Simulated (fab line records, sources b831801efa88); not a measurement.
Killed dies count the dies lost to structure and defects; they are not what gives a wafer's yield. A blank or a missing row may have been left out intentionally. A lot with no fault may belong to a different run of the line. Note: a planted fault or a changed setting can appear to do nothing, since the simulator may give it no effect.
Struck lot and sound lot, side by side :: flow sky130 :: 18 steps out of a route of 708
Sound: wafers L140.2, L140.3, L140.6. Struck: wafers L150.4, L150.5 (left out: L150.3, a lot-mate that was not struck); the cause follows at the end.
Each step with rows lists, per side, the tool, then ch with its chambers, then its first start. Under that, the readings that differ: sound wafers :: struck wafers :: difference of the means :: sigmas: that difference in standard deviations of wafers without a fault.
alike: words and numbers the same on both sides, and readings whose means are apart by under 2 such deviations; not compared: readings that were withheld, readings missing a value for some wafer, numbers with overlapping values and no deviation given by the record, and bounds like >300 which may hide the same value.
Wherever a step has rows on one side only, a row that says differs or no value, or a row with sigmas, the two part there. Numbers that don't overlap but have no deviation are shown without sigmas and don't part them. A reading missing from all wafers of one side parts the sides only when that side holds two or more wafers.

first, 3 steps without rows for these wafers: SKY_LI_CONTACT_EXPOSE_09 (exposes mask LICM1, target cd 170 nm); SKY_LI_CONTACT_PEB_10; SKY_LI_CONTACT_DEVELOP_11 (develop time 60 s).
SKY_LI_CONTACT_CD_MEAS_12: target cd 170 nm.
  sound: cd sem-01 at day 28 23:08; struck: cd sem-01 at day 32 14:25
  alike: cd nm
SKY_LI_CONTACT_OVL_MEAS_13:
  sound: overlay-02 at day 28 23:14; struck: overlay-01 at day 32 14:31
  alike: LI_CONTACT_OVL
SKY_LI_CONTACT_ETCH_14: etches BARC in N2/H2, stops on SiO2, time 45.9 s, target depth 60 nm.
  sound on rie diel-01 ch 0,1,2, day 28 23:16; struck on rie diel-01 ch 0, day 32 14:32
  alike: drypump motor current A, oes product au, throttle valve pct
  not compared: rf hours counter h
then, 1 step without rows for these wafers: SKY_LI_CONTACT_ETCH_15 (etches PSG in C4F8/O2/Ar, stops on Si, target depth 600 nm).
SKY_LI_CONTACT_STRIP_16: strips in O2/N2.
  sound on plasma asher-02 ch 0,1, day 28 23:23; struck on plasma asher-01 ch 0, day 32 14:42
reading: drypump motor current A (A)
sound: 6.3 5.6 6.3
struck: 4.9 4.9
difference: -1.2
sigmas: -2
  alike: oes product au, strip time to endpoint s
  not compared: rf hours counter h
then, 2 steps without rows for these wafers: SKY_LI_CONTACT_CLEAN_17 (cleans in NMP, time 600 s); SKY_LI_CONTACT_PRE_CLEAN_18 (time 5.6 s).
SKY_LI_CONTACT_SPUTTER_19: material Ti, target thk 20 nm, time 106.37 s.
  sound: pvd sputter-03 at day 28 23:42; struck: pvd sputter-03 at day 32 14:59
  alike: cathode dc power W, throttle valve pct
SKY_LI_CONTACT_SPUTTER_20: material TiN, target thk 20 nm, time 80 s.
  sound: pvd sputter-03 at day 28 23:47; struck: pvd sputter-03 at day 32 15:03
  alike: cathode dc power W, throttle valve pct
SKY_LI_CONTACT_CVD_21: deposits W, target thk 400 nm, time 120.56 s.
  sound on cvd w-01 ch 0,1, day 28 23:50; struck on cvd w-02 ch 1, day 32 15:10
reading: heater power w (W)
sound: 758 745 763
struck: 986 979
difference: +227
sigmas: +3

reading: susceptor temp C (C)
sound: 400.04 399.92 399.77
struck: 405.94 405.71
difference: +5.91
sigmas: +27

reading: model.W_of_LI_CONTACT_CVD_21.thk nm (nm)
sound: 398.6 401.5 396.4
struck: 442.6 444.6
difference: +44.8
sigmas: 
  not compared: since wet clean h
SKY_LI_CONTACT_RS_MEAS_22: measures by four-point-probe.
  sound: film metro-04 at day 28 23:59; struck: film metro-01 at day 32 15:17
reading: LI_CONTACT_W_RS (ohm/sq)
sound: 0.286 0.284 0.287
struck: 0.257 0.256
difference: -0.029
sigmas: -8
SKY_LI_CONTACT_THK_MEAS_23: measures by xrf.
  sound: film metro-04 at day 29 00:05; struck: film metro-01 at day 32 15:23
reading: LI_CONTACT_W_THK (nm)
sound: 402 402 402
struck: 439 434
difference: +34
sigmas: +6
SKY_LI_CONTACT_CMP_24: polishes, stops on PSG, t overpolish 20 s, target thk 0 nm.
  sound on cmp-02 ch 1,2, day 29 00:08; struck on cmp-01 ch 1,2, day 32 15:28
reading: time to endpoint s (s)
sound: 96 98 95
struck: 114 113
difference: +17
sigmas: +5
  alike: motor current A, platen rpm
SKY_LOCAL_INTERCONNECT_SPUTTER_00: material TiN, target thk 100 nm, time 83.3 s.
  sound: pvd sputter-02 at day 29 00:26; struck: pvd sputter-02 at day 32 15:43
  alike: cathode dc power W, susceptor temp C, throttle valve pct
-- the record jumps here: 16 days lie between the struck wafers' starts before and after (it left off in module LOCAL_INTERCONNECT and takes up again in module PAD_OPEN, whose first step shown is number 708 of the route) --
SKY_PAD_OPEN_PROBE_99:
  rows exist in the record for the struck wafers here (prober-01, day 48 10:35), but not for the sound ones

WHERE THEY PART
Earliest at SKY_LI_CONTACT_STRIP_16; latest, in this record, at SKY_PAD_OPEN_PROBE_99.

WHY: what the simulator had put in
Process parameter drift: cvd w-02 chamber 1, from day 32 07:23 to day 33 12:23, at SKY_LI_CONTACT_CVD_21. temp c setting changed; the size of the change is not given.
